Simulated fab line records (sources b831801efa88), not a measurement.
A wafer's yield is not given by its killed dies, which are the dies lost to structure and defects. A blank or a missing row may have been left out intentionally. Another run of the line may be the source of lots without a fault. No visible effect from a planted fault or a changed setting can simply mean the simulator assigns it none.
Split-lot trial || flow sky130 || route with 708 steps; 5 lots, 23 wafers read

== THE SPLIT ==
At SKY_POLY_GATE_ETCH_17 (etches poly-Si in HBr/Cl2, stops on SiO2, target depth 180 nm, time 70.5 s), the setting time_s was moved away from the recipe's 70.5 s on 6 of the 23 wafers read, by -10.6% to +14.2%. All remaining wafers had this setting at the recipe value.

The reading comes from the split's own step.

== THE READING ==
oes_product_au, in a.u., at SKY_POLY_GATE_ETCH_17 (etches poly-Si in HBr/Cl2, stops on SiO2, target depth 180 nm, time 70.5 s). On this fab line, fault-free wafers typically give 0.973 a.u. with a standard deviation of 0.0071 a.u.

{"wafer": "L076.1", "tool, chamber at the split": "rie_si-02, 1", "time_s as run, s": 70.5, "against the recipe": "recipe", "oes_product_au, a.u.": 0.979, "against lot-mates on the recipe": "-"}
{"wafer": "L076.2", "tool, chamber at the split": "rie_si-02, 3", "time_s as run, s": 65.24, "against the recipe": "-7.5%", "oes_product_au, a.u.": 1.005, "against lot-mates on the recipe": "+0.028"}
{"wafer": "L076.3", "tool, chamber at the split": "rie_si-02, 0", "time_s as run, s": 65.24, "against the recipe": "-7.5%", "oes_product_au, a.u.": 1.003, "against lot-mates on the recipe": "+0.026"}
{"wafer": "L076.5", "tool, chamber at the split": "rie_si-02, 0", "time_s as run, s": 70.5, "against the recipe": "recipe", "oes_product_au, a.u.": 0.977, "against lot-mates on the recipe": "-"}
{"wafer": "L076.6", "tool, chamber at the split": "rie_si-02, 3", "time_s as run, s": 70.5, "against the recipe": "recipe", "oes_product_au, a.u.": 0.975, "against lot-mates on the recipe": "-"}
{"wafer": "L078.1", "tool, chamber at the split": "rie_si-02, 1", "time_s as run, s": 70.5, "against the recipe": "recipe", "oes_product_au, a.u.": 0.974, "against lot-mates on the recipe": "-"}
{"wafer": "L078.3", "tool, chamber at the split": "rie_si-02, 0", "time_s as run, s": 70.5, "against the recipe": "recipe", "oes_product_au, a.u.": 0.981, "against lot-mates on the recipe": "-"}
{"wafer": "L078.4", "tool, chamber at the split": "rie_si-02, 2", "time_s as run, s": 63.03, "against the recipe": "-10.6%", "oes_product_au, a.u.": 0.995, "against lot-mates on the recipe": "+0.018"}
{"wafer": "L078.5", "tool, chamber at the split": "rie_si-02, 1", "time_s as run, s": 63.03, "against the recipe": "-10.6%", "oes_product_au, a.u.": 1.010, "against lot-mates on the recipe": "+0.033"}
{"wafer": "L078.6", "tool, chamber at the split": "rie_si-02, 2", "time_s as run, s": 70.5, "against the recipe": "recipe", "oes_product_au, a.u.": 0.975, "against lot-mates on the recipe": "-"}
{"wafer": "L081.4", "tool, chamber at the split": "rie_si-01, 2", "time_s as run, s": 70.5, "against the recipe": "recipe", "oes_product_au, a.u.": 0.974, "against lot-mates on the recipe": "-"}
{"wafer": "L081.5", "tool, chamber at the split": "rie_si-01, 1", "time_s as run, s": 70.5, "against the recipe": "recipe", "oes_product_au, a.u.": 0.968, "against lot-mates on the recipe": "-"}
{"wafer": "L081.6", "tool, chamber at the split": "rie_si-01, 0", "time_s as run, s": 70.5, "against the recipe": "recipe", "oes_product_au, a.u.": 0.964, "against lot-mates on the recipe": "-"}
{"wafer": "L083.1", "tool, chamber at the split": "rie_si-02, 0", "time_s as run, s": 70.5, "against the recipe": "recipe", "oes_product_au, a.u.": 0.966, "against lot-mates on the recipe": "-"}
{"wafer": "L083.2", "tool, chamber at the split": "rie_si-02, 1", "time_s as run, s": 70.5, "against the recipe": "recipe", "oes_product_au, a.u.": 0.969, "against lot-mates on the recipe": "-"}
{"wafer": "L083.3", "tool, chamber at the split": "rie_si-02, 2", "time_s as run, s": 70.5, "against the recipe": "recipe", "oes_product_au, a.u.": 0.978, "against lot-mates on the recipe": "-"}
{"wafer": "L083.4", "tool, chamber at the split": "rie_si-02, 3", "time_s as run, s": 70.5, "against the recipe": "recipe", "oes_product_au, a.u.": 0.974, "against lot-mates on the recipe": "-"}
{"wafer": "L083.5", "tool, chamber at the split": "rie_si-02, 2", "time_s as run, s": 70.5, "against the recipe": "recipe", "oes_product_au, a.u.": 0.968, "against lot-mates on the recipe": "-"}
{"wafer": "L084.1", "tool, chamber at the split": "rie_si-01, 0", "time_s as run, s": 80.53, "against the recipe": "+14.2%", "oes_product_au, a.u.": 0.939, "against lot-mates on the recipe": -0.039}
{"wafer": "L084.2", "tool, chamber at the split": "rie_si-01, 2", "time_s as run, s": 70.5, "against the recipe": "recipe", "oes_product_au, a.u.": 0.980, "against lot-mates on the recipe": "-"}
{"wafer": "L084.3", "tool, chamber at the split": "rie_si-01, 3", "time_s as run, s": 70.5, "against the recipe": "recipe", "oes_product_au, a.u.": 0.987, "against lot-mates on the recipe": "-"}
{"wafer": "L084.4", "tool, chamber at the split": "rie_si-01, 1", "time_s as run, s": 80.53, "against the recipe": "+14.2%", "oes_product_au, a.u.": 0.950, "against lot-mates on the recipe": -0.028}
{"wafer": "L084.5", "tool, chamber at the split": "rie_si-01, 3", "time_s as run, s": 70.5, "against the recipe": "recipe", "oes_product_au, a.u.": 0.968, "against lot-mates on the recipe": "-"}

THE FIT
A straight line over all 23 wafers: oes_product_au changes by -0.00254 a.u. for each +1% of time_s; r = -0.90; the points scatter about the line by 0.0071 a.u.
The same after taking each lot's own level away (the mean of its wafers on the recipe; 23 wafers): -0.00257 a.u. for each +1%; r = -0.94; scatter 0.0056 a.u.
Per that fit: largest time_s move, reading shift of 0.037 a.u.
Across the lots, their own levels run from 0.9687 to 0.9783 a.u., a range of 1.4 times the standard deviation given above.
The two slopes agree, so the slope changes little with the lot-to-lot level.
Check: with one of the wafers moved furthest among these (+14.2%) left out of the fit, the line predicts -0.0341 a.u. for it against its lot-mates. It came out at -0.0393 a.u. against them.
Tool readings at the split's step, against how far the setting was moved: oes_product_au r = -0.90.

== THESE WAFERS: OTHER SPLITS ==
These wafers also went through other splits before the reading. Each is held against what the fit with the lots' levels taken away leaves over:
{"other split on the same wafers": "SKY_GATE_OXIDE_DEVELOP_09 develop_time_s", "wafers away from the commonest value": 8, "r with oes_product_au (lot level and that fit taken away)": -0.07}
{"other split on the same wafers": "SKY_POLY_GATE_COAT_07 spin_rpm", "wafers away from the commonest value": 7, "r with oes_product_au (lot level and that fit taken away)": -0.19}
{"other split on the same wafers": "SKY_POLY_GATE_EXPOSE_10 dose_mj", "wafers away from the commonest value": 9, "r with oes_product_au (lot level and that fit taken away)": -0.04}

== THE WHOLE CHAIN: every reading that the file lists as answering this split, in the file's order ==
{"step": "SKY_POLY_GATE_ETCH_17", "what it does": "etches poly-Si in HBr/Cl2, stops on SiO2, target depth 180 nm, time 70.5 s", "reading": "oes_product_au", "change (the file's fit)": "-0.00257 a.u. for each +1% of the setting", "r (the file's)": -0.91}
{"step": "SKY_POLY_GATE_ETCH_17", "what it does": "etches poly-Si in HBr/Cl2, stops on SiO2, target depth 180 nm, time 70.5 s", "reading": "POLY_GATE.feature_depth_nm (the simulator's own value, which no gauge read)", "change (the file's fit)": "not straight: 161.3 at the lowest setting, 175 at the recipe, 175.1 at the highest", "r (the file's)": "not given"}
{"step": "SKY_POLY_GATE_ETCH_17", "what it does": "etches poly-Si in HBr/Cl2, stops on SiO2, target depth 180 nm, time 70.5 s", "reading": "KrF-thick_of_POLY_GATE_COAT_08.thk_nm (the simulator's own value, which no gauge read)", "change (the file's fit)": "-0.876 nm for each +1% of the setting", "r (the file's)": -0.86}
{"step": "SKY_POLY_GATE_STRIP_18", "what it does": "strips in O2/N2", "reading": "strip_time_to_endpoint_s", "change (the file's fit)": "withheld for each +1% of the setting", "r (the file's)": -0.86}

== THE FILE'S OWN FIT ==
oes_product_au changes by -0.00257 a.u. for each +1% of time_s, r = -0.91.
